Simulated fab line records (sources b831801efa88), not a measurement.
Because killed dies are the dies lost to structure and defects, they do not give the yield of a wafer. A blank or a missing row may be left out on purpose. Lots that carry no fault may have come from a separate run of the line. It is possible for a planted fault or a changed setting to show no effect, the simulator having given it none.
Which tool was responsible?    flow sky130    21 wafers from 7 lots sampled at 2 of the route's 708 steps

## WHAT THE GAUGES READ, wafer by wafer
SKY_GATE_OXIDE_TW_MEAS_14.
lot   measured      on             GATE_OXIDE_TW
L265  day 14 21:35  film-metro-03  224.8 224.3 224.7
L267  day 15 06:09  film-metro-01  226.5 226.4 225.6
L276  day 18 00:20  film-metro-03  225.2 224.3 225.5
L278  day 19 03:15  film-metro-01  228.3 226.6 227.1
L280  day 19 11:46  film-metro-01  227.7 226.1 226.6
L282  day 20 04:14  film-metro-01  227.1 227.1 228.0
L287  day 22 12:06  film-metro-01  224.3 224.4 224.8

## WHICH TOOL RAN EACH LOT (tool, then ch and the chambers of the sampled wafers, then the start)
lot   SKY_GATE_OXIDE_IMPLANT_11
L265  implanter-02 ch 0, day 14 21:14
L267  implanter-04 ch 0, day 15 05:48
L276  implanter-04 ch 0, day 17 23:53
L278  implanter-04 ch 0, day 19 02:55
L280  implanter-04 ch 0, day 19 11:25
L282  implanter-02 ch 0, day 20 03:53
L287  implanter-02 ch 0, day 22 11:46
- SKY_GATE_OXIDE_IMPLANT_11

## THE ANSWER, worked out from the rows above alone
Rule: what is usual is taken from the lots themselves. Put in order of their means at a reading, lots are off if they are a third of the lots or fewer, leave a main group of 4 or more, and stand apart from it by a gap of 3 or more times the standard deviation of the main group's means; of several such gaps the widest counts. A main group whose means are all the same, to the digits that the tables above print for the reading, isn't used. Also off: a lot with no number at a reading for which 4 or more lots have one. All remaining lots with rows at the step are treated as sound.
No lot is off at any reading shown: from this, nothing can be told.

## WHAT WAS PUT IN BY THE SIMULATOR
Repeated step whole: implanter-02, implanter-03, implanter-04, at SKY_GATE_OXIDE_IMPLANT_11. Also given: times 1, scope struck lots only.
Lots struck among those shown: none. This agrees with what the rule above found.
